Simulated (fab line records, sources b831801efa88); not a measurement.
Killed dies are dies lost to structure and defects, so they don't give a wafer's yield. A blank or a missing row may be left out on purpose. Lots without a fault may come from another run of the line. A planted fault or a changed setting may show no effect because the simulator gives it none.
A struck lot beside a sound one | flow gf180mcu | 20 steps out of a route of 602
Sound: wafers L529.1, L529.2, L529.4. Struck: wafers L547.4, L547.5, L547.6. The cause comes at the end.
At each step with rows: each side's tool, then ch and its chambers, then its first start. Under that, the readings that differ: sound wafers | struck wafers | difference of the means | sigmas: that difference in standard deviations of wafers without a fault.
alike: readings whose means differ by less than 2 such deviations, and words and numbers that are the same on both sides. not compared: withheld readings, readings that some wafer has no value for, bounds like >300 that may hide the same value, and numbers for which the record gives no deviation and whose values overlap.
The two part at a step that has a row with sigmas, a row that says differs or no value, or rows on one side only. Numbers that don't overlap but have no deviation are shown without sigmas and don't part them. A reading that every wafer of one side lacks parts them only if that side has two wafers or more.

first, 3 steps without rows for these wafers: GF_MIM_EXPOSE_16 (exposes mask FuseTop, target cd 2000 nm); GF_MIM_PEB_17; GF_MIM_DEVELOP_18 (develop time 60 s).
GF_MIM_METAL_ETCH_19: etches the open film in Cl2/BCl3, stops on Si3N4, target depth 324.5 nm, time 54.1 s.
  sound on rie_metal-04 ch 0,1, day 25 10:04; struck on rie_metal-04 ch 0,1, day 30 22:56
  reading               | sound             | struck            | difference | sigmas
  oes_product_au (a.u.) | 0.934 0.936 0.938 | 0.956 0.944 0.948 | +0.013     | +2
  alike: drypump_motor_current_A, throttle_valve_pct
  not compared: rf_hours_counter_h
GF_MIM_STRIP_20: strips in O2/N2.
  sound on plasma_asher-01 ch 0,1, day 25 10:08; struck on plasma_asher-04 ch 0,1, day 30 23:01
  alike: drypump_motor_current_A, heater_power_w, oes_product_au, strip_time_to_endpoint_s
  not compared: rf_hours_counter_h
then, 7 steps without rows for these wafers: GF_MIM_STRIP_21 (strips in post etch residue remover, time 1200 s); GF_MIM_CLEAN_22 (cleans in DIW); GF_M5_DEHYDRATE_00 (time 60 s); GF_M5_HMDS_01 (prime time 60 s); GF_M5_COAT_02 (resist thk 1000 nm); GF_M5_SOFTBAKE_03 (time 60 s); GF_M5_EXPOSE_04 (exposes mask Metal5, target cd 280 nm).
GF_M5_PEB_05: peb time 90 s.
  sound on litho_track-04 ch 0, day 26 07:04; struck on litho_track-03 ch 0, day 31 16:21
  reading                  | sound                | struck               | difference | sigmas
  heater_power_total_W (W) | 85.72 85.52 85.75    | 88.62 88.75 88.82    | +3.07      | +35
  plate_temp_C (C)         | 135.09 134.80 134.79 | 138.47 138.61 138.58 | +3.66      | +26
then, 1 step without rows for these wafers: GF_M5_DEVELOP_06 (develop time 60 s).
GF_M5_CD_MEAS_07: target cd 280 nm.
  sound on cd_sem-01, day 26 07:25; struck on cd_sem-01, day 31 16:56
  reading    | sound             | struck            | difference | sigmas
  cd_nm (nm) | 279.9 278.9 280.1 | 273.6 272.3 272.9 | -6.7       | -6
  not compared: hold
GF_M5_OVL_MEAS_08:
  sound on overlay-02, day 26 07:32; struck on overlay-02, day 31 22:15
  reading | sound | struck                                                                     | difference                   | sigmas
  hold    | - - - | await_dispo/5.2h/release await_dispo/5.2h/release await_dispo/5.2h/release | no value on the sound wafers |
  alike: M5_OVL
GF_M5_ETCH_09: etches Si3N4 in CF4/O2, target depth 52 nm, time 11.6 s.
  sound on rie_diel-02 ch 0,2,3, day 26 07:34; struck on rie_diel-01 ch 0,2,3, day 31 22:16
  reading                | sound             | struck            | difference | sigmas
  throttle_valve_pct (%) | 5.986 5.969 5.987 | 5.961 5.956 5.968 | -0.019     | -2
  model.M5.cd_nm (nm)    | 280.3 279.1 280   | 273 271.8 272.4   | -7         |
  alike: drypump_motor_current_A, oes_product_au
  not compared: rf_hours_counter_h
GF_M5_METAL_ETCH_10: etches the open film in Cl2/BCl3, stops on SiO2, target depth 627.5 nm, time 104.6 s.
  sound on rie_metal-01 ch 0,1, day 26 07:35; struck on rie_metal-04 ch 0,1, day 31 22:19
  reading             | sound             | struck          | difference | sigmas
  model.M5.cd_nm (nm) | 283.7 276.2 278.5 | 268 273.5 264.9 | -11        |
  alike: drypump_motor_current_A, oes_product_au, throttle_valve_pct
  not compared: rf_hours_counter_h
GF_M5_STRIP_11: strips in O2/N2.
  sound on plasma_asher-01 ch 0,1, day 26 07:42; struck on plasma_asher-02 ch 0,1, day 31 22:26
  alike: drypump_motor_current_A, heater_power_w, oes_product_au, strip_time_to_endpoint_s
  not compared: rf_hours_counter_h
-- the record jumps here: 2 days lie between the struck wafers' starts before and after (it left off in module M5 and takes up again in module PASSIVATION, whose first step shown is number 602 of the route) --
GF_PASSIVATION_PROBE_99:
  the record has rows for the struck wafers here (prober-02, day 33 22:58) and none for the sound ones

WHERE THEY PART
First at GF_MIM_METAL_ETCH_19; last, within this record, at GF_PASSIVATION_PROBE_99.

WHY: what the simulator had put in
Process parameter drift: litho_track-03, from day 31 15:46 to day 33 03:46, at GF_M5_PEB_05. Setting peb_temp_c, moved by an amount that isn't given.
